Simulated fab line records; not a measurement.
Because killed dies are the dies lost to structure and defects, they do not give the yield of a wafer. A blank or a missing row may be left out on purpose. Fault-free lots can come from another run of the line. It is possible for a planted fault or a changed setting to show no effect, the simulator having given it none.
fab line records	flow sfqLine
record: lots: 5	wafers: 23
route steps=325 shown I4@163 JJ@179 M5@202 A5B@209 R5@220 I5@229
startH: the number of hours between the record's first day and the start of the first shown wafer of the lot	waitH: hours elapsed since this lot's preceding step	" same as the row above	L1.1+2: a row that stands for several wafers	- no value, or no start given	* or withheld: withheld	< > ~ a bound
route shown NAME@n: names a module that has steps shown in the file, with the first one's number in the route	usual: average and standard deviation across the fault-free wafers	same: alike in all rows	chamber/n: place in a boat	sites: the reading at each site	_std_site: standard deviation of those values	_edge_site: the outer-site mean with the inner-site mean subtracted	radiusMm: for every site, how far away it sits from the centre of the wafer	mask NAME#n: copy n	behind: the tool/chamber that last shaped the wafer	hold: the reason the lot was held/the length of the hold in hours/how it ended	device: which transistor (n, p or np) failed to switch	end of line: at the end of the route, the tests of the same wafers	a step without rows: its recipe alone	killed: the dies lost at the first sort to structure and to defects; this is not the yield of the wafer	map: shows each die of a wafer: x if killed, . if not, _ if none is there
set.NAME: the run value of the setting; set.NAME@STEP: its run value at that earlier step	model.NAME: the simulator's own value behind a step, which no gauge read
lots run with intentionally changed settings; tables by step, rows by wafer
== steps ==
step: SFQ_TRILAYER_I4_DEP_PECVD_099
recipe: material: SiO2	tempC: 150	timeS: 111.11	pressureTorr: 2.4	rfW: 183.3	precursor: SiH4/N2O	targetThkNm: 500
lot.wafer	tool	chamber	startH	waitH	set.timeS	model.SiO2_of_TRILAYER_I4_DEP_PECVD_099.thkNm
L076.2+6	pecvd-04	0	1053.98	0.0	111.11	498.4
L076.3	"	2	"	"	111.11	501.9
L076.4	"	2	"	"	111.11	504
L076.5	"	1	"	"	111.11	503.1
L077.1	pecvd-04	0	1069.58	0.0	100.1	447.6
L077.2	"	2	"	"	111.11	497.2
L077.3	"	1	"	"	100.1	449.8
L077.4	"	0	"	"	100.1	448.7
L077.6	"	2	"	"	111.11	499.3
L079.2	pecvd-04	1	1086.50	0.0	111.11	488.8
L079.4	"	2	"	"	111.11	501.7
L079.6	"	1	"	"	111.11	501.4
L082.1	pecvd-02	0	1163.55	0.0	121.7	548.7
L082.3	"	1	"	"	111.11	500.1
L082.4	"	1	"	"	111.11	507.5
L082.5	"	0	"	"	111.11	515.7
L082.6	"	2	"	"	121.7	556.1
L084.1	pecvd-03	0	1169.14	0.0	111.11	498.3
L084.2	"	2	"	"	111.11	491.4
L084.3	"	1	"	"	111.11	494
L084.4	"	1	"	"	111.11	505.6
L084.5	"	0	"	"	111.11	506.7
step: SFQ_TRILAYER_I4_CMP_CMP_100
recipe: material: SiO2	downForcePsi: 3	platenRpm: 60	padVelocityMS: 0.94248
usual: timeToEndpointS: 215/6.1
lot.wafer	tool	chamber	startH	waitH	set.timeS@TRILAYER_I4_DEP_PECVD_099	timeToEndpointS
L076.4	cmp-02	0	1054.05	0.0	111.11	213
L076.3	"	1	"	"	111.11	217
L076.2	"	3	1055.55	1.5	111.11	218
L076.6	"	0	"	"	111.11	208
L076.5	"	1	"	"	111.11	216
L077.3	cmp-01	3	1076.25	6.6	100.1	180
L077.1	"	0	"	"	100.1	173
L077.4	"	1	"	"	100.1	176
L077.2	"	2	"	"	111.11	210
L077.6	"	0	1078.75	9.1	111.11	206
L079.4	cmp-02	0	1094.05	7.5	111.11	205
L079.2	"	3	1095.55	9.0	111.11	206
L079.6	"	0	"	"	111.11	206
L082.1	cmp-02	0	1174.04	10.4	121.7	244
L082.4	"	1	"	"	111.11	233
L082.3	"	3	1175.54	11.9	111.11	221
L082.5	"	0	"	"	111.11	229
L082.6	"	1	"	"	121.7	259
L084.4	cmp-01	3	1179.18	10.0	111.11	226
L084.1	"	0	"	"	111.11	213
L084.3	"	1	"	"	111.11	209
L084.2	"	2	"	"	111.11	211
L084.5	"	0	1181.68	12.5	111.11	221
step: SFQ_TRILAYER_I4_VIA_LITHO_PEB_106
recipe: pebTempC: 115	pebTimeS: 60	resist: KrF
lot.wafer	tool	chamber	startH	waitH	set.pebTimeS
L076.2+3+4+5+6	lithoTrack-04	0	1181.60	0.8	60
L077.1+2+4	lithoTrack-04	0	1204.38	1.0	60
L077.3+6	"	0	"	"	63.17
L079.2+4+6	lithoTrack-01	0	1221.20	0.8	60
L082.1+3+4	lithoTrack-04	0	1293.83	1.0	66.6
L082.5+6	"	0	"	"	60
L084.1+3+4	lithoTrack-04	0	1298.63	1.0	64.36
L084.2+5	"	0	"	"	60
step: SFQ_TRILAYER_I4_VIA_BARC_OPEN_VIA_ETCH_146
recipe: maskMaterial: PR	chemistry: O2	targetDepthNm: 125	target: BARC	sourceW: 500	biasW: 80	pressureMtorr: 30	timeS: 41.7
lot.wafer	tool	chamber	startH	waitH	set.timeS	set.pebTimeS@TRILAYER_I4_VIA_LITHO_PEB_106	model.I4.cdNm	model.KrF_of_TRILAYER_I4_VIA_LITHO_COAT_103.thkNm
L076.2	rieDiel-03	3	1181.92	0.0	47.35	60	700.5	567.3
L076.3	"	0	"	"	41.7	60	702	573.1
L076.4	"	1	"	"	41.7	60	702.9	572.8
L076.5	"	0	"	"	47.35	60	702.1	564.8
L076.6	"	3	"	"	47.35	60	702.1	566.9
L077.1	rieDiel-03	0	1204.72	0.0	41.7	60	702.2	576.6
L077.2	"	1	"	"	45.11	60	703.7	572.9
L077.3	"	2	"	"	45.11	63.17	708.8	569.4
L077.4	"	3	"	"	45.11	60	704	573
L077.6	"	3	"	"	41.7	63.17	709.5	575.5
L079.2	rieDiel-02	0	1221.52	0.0	41.7	60	700.5	572.3
L079.4	"	2	"	"	41.7	60	698.7	573.9
L079.6	"	1	"	"	41.7	60	700.8	572.3
L082.1	rieDiel-04	2	1294.16	0.0	41.7	66.6	715.4	570.6
L082.3	"	3	"	"	41.7	66.6	715.4	575.7
L082.4	"	1	"	"	38.29	66.6	712.3	577.7
L082.5	"	3	"	"	38.29	60	700.9	577.9
L082.6	"	2	"	"	41.7	60	701.3	573.6
L084.1	rieDiel-02	0	1298.96	0.0	47.54	64.36	710.8	564.9
L084.2	"	2	"	"	41.7	60	700	572.7
L084.3	"	1	"	"	47.54	64.36	710.2	567
L084.4	"	0	"	"	41.7	64.36	711.7	573.6
L084.5	"	2	"	"	47.54	60	698.4	566.5
step: SFQ_TRILAYER_I4_VIA_ETCH_VIA_ETCH_106
recipe: target: SiO2	stopOn: Nb	maskMaterial: PR	taperDeg: 20	chemistry: CHF3	targetDepthNm: 260	sourceW: 492.5	biasW: 80	pressureMtorr: 30	timeS: withheld
lot.wafer	tool	chamber	startH	waitH	set.pebTimeS@TRILAYER_I4_VIA_LITHO_PEB_106	model.I4.cdNm
L076.2	rieDiel-03	3	1181.96	0.0	*	701.5
L076.3	"	0	"	"	*	702.5
L076.4	"	1	"	"	*	703.2
L076.5	"	0	"	"	*	701.8
L076.6	"	3	"	"	*	702.9
L077.1	rieDiel-03	0	1204.76	0.0	*	703.7
L077.2	"	1	"	"	*	704.5
L077.3	"	2	"	"	*	709.6
L077.4	"	3	"	"	*	706
L077.6	"	3	"	"	*	711.4
L079.2	rieDiel-02	0	1221.56	0.0	*	699
L079.4	"	2	"	"	*	696.6
L079.6	"	1	"	"	*	699.3
L082.1	rieDiel-04	2	1294.20	0.0	*	716.8
L082.3	"	3	"	"	*	716.2
L082.4	"	1	"	"	*	709.4
L082.5	"	3	"	"	*	702.4
L082.6	"	2	"	"	*	703.2
L084.1	rieDiel-02	0	1299.00	0.0	*	708
L084.2	"	2	"	"	*	696.4
L084.3	"	1	"	"	*	707.8
L084.4	"	0	"	"	*	709.6
L084.5	"	2	"	"	*	696.2
step: SFQ_TRILAYER_JJ_TRILAYER_DEP_SPUTTER_109
recipe: material: Nb	basePressurePa: 1.33e-06	chamberPressurePa: 0.1333	substrateTempC: 20	targetThkNm: 150	powerW: 2000	timeS: 100
lot.wafer	tool	chamber	startH	waitH	set.powerW	model.Nb_of_TRILAYER_JJ_TRILAYER_DEP_SPUTTER_109.thkNm
L076.2	pvdSputter-03	-	1182.87	0.0	2000	149.1
L076.3	"	-	"	"	2000	148.4
L076.4	"	-	"	"	2000	150.6
L076.5	"	-	"	"	2229	165.5
L076.6	"	-	"	"	2229	166
L077.1	pvdSputter-06	-	1205.67	0.0	2000	147.7
L077.2	"	-	"	"	2000	148.7
L077.3	"	-	"	"	1841	135
L077.4	"	-	"	"	1841	137.7
L077.6	"	-	"	"	2000	147.5
L079.2	pvdSputter-03	-	1223.07	0.0	2000	146.6
L079.4	"	-	"	"	2000	148.6
L079.6	"	-	"	"	2000	146.9
L082.1	pvdSputter-04	-	1295.12	0.0	2221	165.6
L082.3	"	-	"	"	2000	149.8
L082.4	"	-	"	"	2221	165
L082.5	"	-	"	"	2000	149.9
L082.6	"	-	"	"	2000	149.2
L084.1	pvdSputter-03	-	1299.92	0.0	2230	166.9
L084.2	"	-	"	"	2230	167
L084.3	"	-	"	"	2000	147.3
L084.4	"	-	"	"	2000	150
L084.5	"	-	"	"	2000	149.9
step: SFQ_TRILAYER_JJ_CE_LITHO_PEB_117
recipe: pebTempC: 115	pebTimeS: 60	resist: KrF
lot.wafer	tool	chamber	startH	waitH	set.pebTimeS
L076.2+3+4+5+6	lithoTrack-02	0	1299.85	0.8	60
L077.1+4+6	lithoTrack-02	0	1323.63	1.0	56.81
L077.2+3	"	0	"	"	60
L079.2+4+6	lithoTrack-03	0	1338.05	0.8	60
L082.1+4+6	lithoTrack-02	0	1399.97	1.0	60
L082.3+5	"	0	"	"	63.77
L084.1+2+3+4+5	lithoTrack-03	0	1404.77	1.0	60
step: SFQ_TRILAYER_JJ_CE_LITHO_DEVELOP_116
recipe: timeS: 60	resist: KrF
step: SFQ_TRILAYER_JJ_CE_METRO_MEASURE_117
usual: cdNm: 699.6/1.4
lot.wafer	tool	chamber	startH	waitH	set.pebTimeS@TRILAYER_JJ_CE_LITHO_PEB_117	cdNm
L076.2	cdSem-02	-	1300.36	0.2	60	699.4
L076.3	"	-	"	"	60	700.9
L076.4	"	-	"	"	60	700.2
L076.5	"	-	"	"	60	700.1
L076.6	"	-	"	"	60	699.1
L077.1	cdSem-01	-	1323.96	0.0	56.81	704.9
L077.2	"	-	"	"	60	698.5
L077.3	"	-	"	"	60	698.2
L077.4	"	-	"	"	56.81	704.9
L077.6	"	-	"	"	56.81	706.3
L079.2	cdSem-01	-	1338.56	0.2	60	698.9
L079.4	"	-	"	"	60	698.2
L079.6	"	-	"	"	60	699.5
L082.1	cdSem-02	-	1400.30	0.0	60	700.0
L082.3	"	-	"	"	63.77	691.6
L082.4	"	-	"	"	60	699.5
L082.5	"	-	"	"	63.77	690.8
L082.6	"	-	"	"	60	702.1
L084.1	cdSem-02	-	1405.10	0.0	60	701.7
L084.2	"	-	"	"	60	702.2
L084.3	"	-	"	"	60	701.7
L084.4	"	-	"	"	60	701.3
L084.5	"	-	"	"	60	701.1
step: SFQ_TRILAYER_JJ_CE_BARC_OPEN_RIE_150
recipe: maskMaterial: PR	chemistry: O2	targetDepthNm: 240	target: BARC	icpW: 600	biasW: 80	pressureMtorr: 10	timeS: 80
lot.wafer	tool	chamber	startH	waitH	set.pebTimeS@TRILAYER_JJ_CE_LITHO_PEB_117	model.JJ.cdNm
L076.2	rieMetal-01	1	1301.36	0.8	60	700.4
L076.3	"	1	"	"	60	702.3
L076.4	"	0	"	"	60	701
L076.5	"	1	"	"	60	702.1
L076.6	"	0	"	"	60	699.3
L077.1	rieMetal-03	0	1325.16	1.0	56.81	705.7
L077.2	"	1	"	"	60	699.6
L077.3	"	0	"	"	60	699.7
L077.4	"	1	"	"	56.81	706.1
L077.6	"	1	"	"	56.81	707.8
L079.2	rieMetal-02	0	1339.56	0.8	60	698.2
L079.4	"	0	"	"	60	696.6
L079.6	"	1	"	"	60	697.6
L082.1	rieMetal-02	1	1401.50	1.0	60	698.3
L082.3	"	0	"	"	63.77	690.8
L082.4	"	1	"	"	60	698.6
L082.5	"	0	"	"	63.77	689.6
L082.6	"	1	"	"	60	700.5
L084.1	rieMetal-01	0	1406.30	1.0	60	702.8
L084.2	"	1	"	"	60	703.2
L084.3	"	0	"	"	60	701.4
L084.4	"	1	"	"	60	702.5
L084.5	"	0	"	"	60	702.2
step: SFQ_TRILAYER_M5_LITHO_PEB_126
recipe: pebTempC: 115	pebTimeS: 60	resist: KrF
lot.wafer	tool	chamber	startH	waitH	set.pebTimeS
L076.2+4	lithoTrack-01	0	1316.33	0.8	65.88
L076.3+5+6	"	0	"	"	60
L077.1+2+4	lithoTrack-02	0	1430.09	1.0	60
L077.3+6	"	0	"	"	68.36
L079.2+4+6	lithoTrack-01	0	1449.52	0.8	60
L082.1+3+4+5+6	lithoTrack-03	0	1513.30	1.0	60
L084.1+2+4	lithoTrack-01	0	1519.30	1.0	60
L084.3+5	"	0	"	"	66.84
step: SFQ_TRILAYER_M5_BARC_OPEN_METAL_ETCH_161
recipe: maskMaterial: PR	chemistry: O2	targetDepthNm: 125	target: BARC	icpW: 600	biasW: 80	pressureMtorr: 10	timeS: 41.7
lot.wafer	tool	chamber	startH	waitH	set.icpW	set.pebTimeS@TRILAYER_M5_LITHO_PEB_126	model.M5.cdNm
L076.2	rieMetal-02	1	1316.64	0.0	669.4	65.88	683.8
L076.3	"	1	"	"	600	60	696.3
L076.4	"	0	"	"	600	65.88	687.1
L076.5	"	0	"	"	669.4	60	699.7
L076.6	"	1	"	"	600	60	697.3
L077.1	rieMetal-02	1	1430.43	0.0	600	60	699.9
L077.2	"	0	"	"	600	60	699.1
L077.3	"	0	"	"	600	68.36	681.8
L077.4	"	1	"	"	600	60	699.5
L077.6	"	0	"	"	600	68.36	680.7
L079.2	rieMetal-04	1	1449.83	0.0	600	60	700.9
L079.4	"	0	"	"	600	60	699.4
L079.6	"	0	"	"	600	60	700.4
L082.1	rieMetal-02	0	1513.63	0.0	580.1	60	699.6
L082.3+4	"	0,1	"	"	600	60	700.1
L082.5	"	1	"	"	580.1	60	699
L082.6	"	0	"	"	600	60	698.7
L084.1	rieMetal-04	1	1519.63	0.0	600	60	699.1
L084.2	"	0	"	"	600	60	699.8
L084.3	"	0	"	"	600	66.84	685
L084.4	"	1	"	"	600	60	699.2
L084.5	"	1	"	"	600	66.84	687
step: SFQ_TRILAYER_M5_ETCH_METAL_ETCH_126
recipe: target: Nb	stopOn: SiO2	maskMaterial: PR	overEtchFrac: 0.15	timeS: 203.2	chemistry: Cl2/BCl3	targetDepthNm: 265	icpW: 600	biasW: 80	pressureMtorr: 10
usual: oesProductAu: 0.727/0.0061
lot.wafer	tool	chamber	startH	waitH	set.powerW@TRILAYER_JJ_TRILAYER_DEP_SPUTTER_109	set.pebTimeS@TRILAYER_M5_LITHO_PEB_126	oesProductAu	model.etch.depthNm	model.M5.cdNm	model.M5.featureDepthNm
L076.2	rieMetal-02	1	1316.70	0.0	2000	65.88	0.724	-	684.1	161.5
L076.3	"	1	"	"	2000	60	0.720	148.4	695.6	160.7
L076.4	"	0	"	"	2000	65.88	0.735	-	685.8	163
L076.5	"	0	"	"	2229	60	0.768	165.5	699.3	177.9
L076.6	"	1	"	"	2229	60	0.757	166	696.5	178.3
L077.1	rieMetal-02	1	1430.51	0.1	2000	60	0.720	147.7	699.6	160.4
L077.2	"	0	"	"	2000	60	0.720	148.7	698.6	161.3
L077.3	"	0	"	"	1841	68.36	0.686	-	683.5	147.6
L077.4	"	1	"	"	1841	60	0.705	-	697.6	150.3
L077.6	"	0	"	"	2000	68.36	0.723	-	682	159.9
L079.2	rieMetal-04	1	1449.89	0.0	2000	60	0.726	146.6	700.6	158.8
L079.4	"	0	"	"	2000	60	0.720	148.6	700.7	160.7
L079.6	"	0	"	"	2000	60	0.725	146.9	702.2	159
L082.1	rieMetal-02	0	1513.69	0.0	2221	60	0.770	165.6	699.5	178
L082.3	"	0	"	"	2000	60	0.724	149.8	698.9	162.3
L082.4	"	1	"	"	2221	60	0.765	165	698.7	177.5
L082.5	"	1	"	"	2000	60	0.723	149.9	696.6	162.4
L082.6	"	0	"	"	2000	60	0.726	149.2	698.6	161.7
L084.1	rieMetal-04	1	1519.69	0.0	2230	60	0.771	-	695	179.1
L084.2	"	0	"	"	2230	60	0.772	-	699	179.3
L084.3	"	0	"	"	2000	66.84	0.728	147.3	685.3	159.5
L084.4	"	1	"	"	2000	60	0.730	150	697.4	162.4
L084.5	"	1	"	"	2000	66.84	0.735	-	684.7	162.2
step: SFQ_TRILAYER_A5B_DEP_PECVD_129
recipe: material: SiO2	tempC: 150	timeS: 133.33	pressureTorr: 2.4	rfW: 183.3	precursor: SiH4/N2O	targetThkNm: 600
lot.wafer	tool	chamber	startH	waitH	set.timeS	model.SiO2_of_TRILAYER_A5B_DEP_PECVD_129.thkNm
L076.2	pecvd-02	2	1317.67	0.0	133.33	600
L076.3	"	1	"	"	126.4	568.7
L076.4	"	2	"	"	126.4	579.2
L076.5	"	0	"	"	126.4	566.1
L076.6	"	1	"	"	133.33	611.4
L077.1	pecvd-03	1	1431.74	0.0	127.5	559.3
L077.2	"	0	"	"	133.33	592.9
L077.3	"	2	"	"	127.5	568.8
L077.4	"	0	"	"	127.5	567.4
L077.6	"	1	"	"	133.33	595.7
L079.2	pecvd-01	1	1450.86	0.0	133.33	587.9
L079.4	"	1	"	"	133.33	609.2
L079.6	"	1	"	"	133.33	604.4
L082.1	pecvd-01	1	1514.66	0.0	133.33	592.6
L082.3	"	1	"	"	133.33	608
L082.4	"	0	"	"	124.2	563
L082.5	"	0	"	"	133.33	598.5
L082.6	"	1	"	"	124.2	561.7
L084.1	pecvd-02	2	1520.66	0.0	147.2	664.7
L084.2	"	1	"	"	133.33	604.2
L084.3	"	0	"	"	133.33	608.1
L084.4	"	1	"	"	147.2	669
L084.5	"	2	"	"	133.33	608.3
step: SFQ_TRILAYER_R5_LITHO_EXPOSE_137
recipe: maskId: R5	na: 0.6	sourceShape: conventional	sigmaOuter: 0.65	targetCdNm: 500	doseMj: 14.4
lot.wafer	tool	chamber	startH	waitH	mask	set.doseMj
L076.2+4+5	krfScanner-01	0	1401.20	-	R5#0	14.88
L076.3+6	"	0	"	"	R5#0	14.4
L077.1+2+6	krfScanner-01	0	1448.94	-	R5#0	14.4
L077.3+4	"	0	"	"	R5#0	13.73
L079.2+4+6	krfScanner-01	0	1465.74	-	R5#0	14.4
L082.1+6	krfScanner-01	0	1614.20	-	R5#0	14.82
L082.3+4+5	"	0	"	"	R5#0	14.4
L084.1+2+5	krfScanner-01	0	1621.40	-	R5#0	14.4
L084.3+4	"	0	"	"	R5#0	14.99
step: SFQ_TRILAYER_R5_LITHO_PEB_139
recipe: pebTempC: 115	pebTimeS: 60	resist: KrF
step: SFQ_TRILAYER_R5_LITHO_DEVELOP_138
recipe: timeS: 60	resist: KrF
step: SFQ_TRILAYER_R5_BARC_OPEN_METAL_ETCH_177
recipe: maskMaterial: PR	chemistry: O2	targetDepthNm: 125	target: BARC	icpW: 600	biasW: 80	pressureMtorr: 10	timeS: 41.7
lot.wafer	tool	chamber	startH	waitH	set.doseMj@TRILAYER_R5_LITHO_EXPOSE_137	model.R5.cdNm
L076.2	rieMetal-04	1	1402.53	0.0	14.88	494.2
L076.3	"	0	"	"	14.4	499.6
L076.4	"	1	"	"	14.88	495.6
L076.5	"	0	"	"	14.88	495.7
L076.6	"	1	"	"	14.4	500.6
L077.1	rieMetal-03	1	1450.48	0.0	14.4	500.1
L077.2	"	0	"	"	14.4	501.9
L077.3	"	1	"	"	13.73	506.8
L077.4	"	0	"	"	13.73	508
L077.6	"	1	"	"	14.4	500.7
L079.2	rieMetal-03	0	1467.08	0.0	14.4	499.7
L079.4	"	1	"	"	14.4	498.2
L079.6	"	1	"	"	14.4	498.5
L082.1	rieMetal-04	0	1615.73	0.0	14.82	496.9
L082.3+4	"	0	"	"	14.4	501.1
L082.5	"	0	"	"	14.4	501.6
L082.6	"	0	"	"	14.82	496.8
L084.1	rieMetal-04	0	1622.93	0.0	14.4	502.8
L084.2	"	1	"	"	14.4	502.1
L084.3	"	0	"	"	14.99	495
L084.4	"	1	"	"	14.99	494.6
L084.5	"	1	"	"	14.4	501.8
step: SFQ_TRILAYER_I5_LITHO_COAT_149
recipe: resist: BARC	spinRpm: 3000	resistThkNm: 62
lot.wafer	tool	chamber	startH	waitH	set.resistThkNm	model.BARC_of_TRILAYER_I5_LITHO_COAT_149.thkNm
L076.2	lithoTrack-01	0	1403.50	0.1	62	61.9
L076.3	"	0	"	"	62	61.93
L076.4	"	0	"	"	62	61.75
L076.5	"	0	"	"	62	61.85
L076.6	"	0	"	"	62	61.96
L077.1	lithoTrack-01	0	1451.40	0.0	60.22	60.45
L077.2	"	0	"	"	62	62.27
L077.3	"	0	"	"	62	62.33
L077.4	"	0	"	"	60.22	60.43
L077.6	"	0	"	"	62	62.3
L079.2	lithoTrack-02	0	1468.05	0.1	62	62.42
L079.4	"	0	"	"	62	62.2
L079.6	"	0	"	"	62	62.12
L082.1	lithoTrack-04	0	1617.37	0.0	62	61.74
L082.3	"	0	"	"	62	61.82
L082.4	"	0	"	"	62	61.88
L082.5	"	0	"	"	62	61.54
L082.6	"	0	"	"	62	61.78
L084.1	lithoTrack-01	0	1623.85	0.0	58.81	58.83
L084.2	"	0	"	"	58.81	58.94
L084.3	"	0	"	"	58.81	58.81
L084.4	"	0	"	"	62	62.1
L084.5	"	0	"	"	62	61.82
step: SFQ_TRILAYER_I5_BARC_OPEN_VIA_ETCH_200
recipe: maskMaterial: PR	chemistry: O2	targetDepthNm: 125	target: BARC	sourceW: 500	biasW: 80	pressureMtorr: 30	timeS: 41.7
lot.wafer	tool	chamber	startH	waitH	set.biasW	set.resistThkNm@TRILAYER_I5_LITHO_COAT_149	model.etch.depthNm
L076.2+4	rieDiel-03	1	1516.03	0.0	80	62	-
L076.3	"	0	"	"	74.8	62	61.93
L076.5	"	0	"	"	74.8	62	61.85
L076.6	"	2	"	"	80	62	61.96
L077.1	rieDiel-02	3	1560.53	0.0	70.42	60.22	60.45
L077.2	"	2	"	"	80	62	62.27
L077.3+6	"	0,3	"	"	70.42	62	-
L077.4	"	1	"	"	80	60.22	-
L079.2	rieDiel-01	1	1573.73	0.0	80	62	62.42
L079.4	"	1	"	"	80	62	62.2
L079.6	"	2	"	"	80	62	62.12
L082.1	rieDiel-03	0	1694.28	0.0	86.8	62	61.74
L082.3	"	2	"	"	80	62	61.82
L082.4	"	1	"	"	80	62	61.88
L082.5	"	1	"	"	86.8	62	61.54
L082.6	"	2	"	"	86.8	62	61.78
L084.1+2	rieDiel-01	1,3	1701.48	0.0	88.9	58.81	-
L084.3	"	2	"	"	80	58.81	58.81
L084.4	"	0	"	"	88.9	62	62.1
L084.5	"	2	"	"	80	62	-
== key ==
split: step: SFQ_TRILAYER_I4_DEP_PECVD_099	setting: timeS	stated: 111.11	by: wafer
response: step: SFQ_TRILAYER_I4_DEP_PECVD_099	reading: model.SiO2_of_TRILAYER_I4_DEP_PECVD_099.thkNm	change: +4.85	per: 1%	r: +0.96
response: step: SFQ_TRILAYER_I4_CMP_CMP_100	reading: timeToEndpointS	change: *	per: 1%	r: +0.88
split: step: SFQ_TRILAYER_I4_VIA_LITHO_PEB_106	setting: pebTimeS	stated: 60	by: wafer
response: step: SFQ_TRILAYER_I4_VIA_BARC_OPEN_VIA_ETCH_146	reading: model.I4.cdNm	change: +1.29	per: 1%	r: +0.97
response: step: SFQ_TRILAYER_I4_VIA_ETCH_VIA_ETCH_106	reading: model.I4.cdNm	change: +1.21	per: 1%	r: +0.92
split: step: SFQ_TRILAYER_I4_VIA_BARC_OPEN_VIA_ETCH_146	setting: timeS	stated: 41.7	by: wafer
response: step: SFQ_TRILAYER_I4_VIA_BARC_OPEN_VIA_ETCH_146	reading: model.KrF_of_TRILAYER_I4_VIA_LITHO_COAT_103.thkNm	change: -0.505	per: 1%	r: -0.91
split: step: SFQ_TRILAYER_JJ_TRILAYER_DEP_SPUTTER_109	setting: powerW	stated: 2000	by: wafer
response: step: SFQ_TRILAYER_JJ_TRILAYER_DEP_SPUTTER_109	reading: model.Nb_of_TRILAYER_JJ_TRILAYER_DEP_SPUTTER_109.thkNm	change: +1.47	per: 1%	r: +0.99
response: step: SFQ_TRILAYER_M5_ETCH_METAL_ETCH_126	reading: oesProductAu	change: +0.0035	per: 1%	r: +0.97
response: step: SFQ_TRILAYER_M5_ETCH_METAL_ETCH_126	reading: model.etch.depthNm	change: +1.45	per: 1%	r: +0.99
response: step: SFQ_TRILAYER_M5_ETCH_METAL_ETCH_126	reading: model.M5.featureDepthNm	change: +1.47	per: 1%	r: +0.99
split: step: SFQ_TRILAYER_JJ_CE_LITHO_PEB_117	setting: pebTimeS	stated: 60	by: wafer
response: step: SFQ_TRILAYER_JJ_CE_METRO_MEASURE_117	reading: cdNm	change: -1.41	per: 1%	r: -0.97
response: step: SFQ_TRILAYER_JJ_CE_BARC_OPEN_RIE_150	reading: model.JJ.cdNm	change: -1.37	per: 1%	r: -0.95
split: step: SFQ_TRILAYER_M5_LITHO_PEB_126	setting: pebTimeS	stated: 60	by: wafer
response: step: SFQ_TRILAYER_M5_BARC_OPEN_METAL_ETCH_161	reading: model.M5.cdNm	change: -1.25	per: 1%	r: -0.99
response: step: SFQ_TRILAYER_M5_ETCH_METAL_ETCH_126	reading: model.M5.cdNm	change: -1.14	per: 1%	r: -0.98
split: step: SFQ_TRILAYER_M5_BARC_OPEN_METAL_ETCH_161	setting: icpW	stated: 600	by: wafer
response none clear
split: step: SFQ_TRILAYER_A5B_DEP_PECVD_129	setting: timeS	stated: 133.33	by: wafer
response: step: SFQ_TRILAYER_A5B_DEP_PECVD_129	reading: model.SiO2_of_TRILAYER_A5B_DEP_PECVD_129.thkNm	change: +5.89	per: 1%	r: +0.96
split: step: SFQ_TRILAYER_R5_LITHO_EXPOSE_137	setting: doseMj	stated: 14.4	by: wafer
response: step: SFQ_TRILAYER_R5_BARC_OPEN_METAL_ETCH_177	reading: model.R5.cdNm	change: -1.55	per: 1%	r: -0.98
split: step: SFQ_TRILAYER_I5_LITHO_COAT_149	setting: resistThkNm	stated: 62	by: wafer
response: step: SFQ_TRILAYER_I5_LITHO_COAT_149	reading: model.BARC_of_TRILAYER_I5_LITHO_COAT_149.thkNm	change: +0.612	per: 1%	r: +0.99
response: step: SFQ_TRILAYER_I5_BARC_OPEN_VIA_ETCH_200	reading: model.etch.depthNm	change: +0.637	per: 1%	r: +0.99
split: step: SFQ_TRILAYER_I5_BARC_OPEN_VIA_ETCH_200	setting: biasW	stated: 80	by: wafer
response none clear
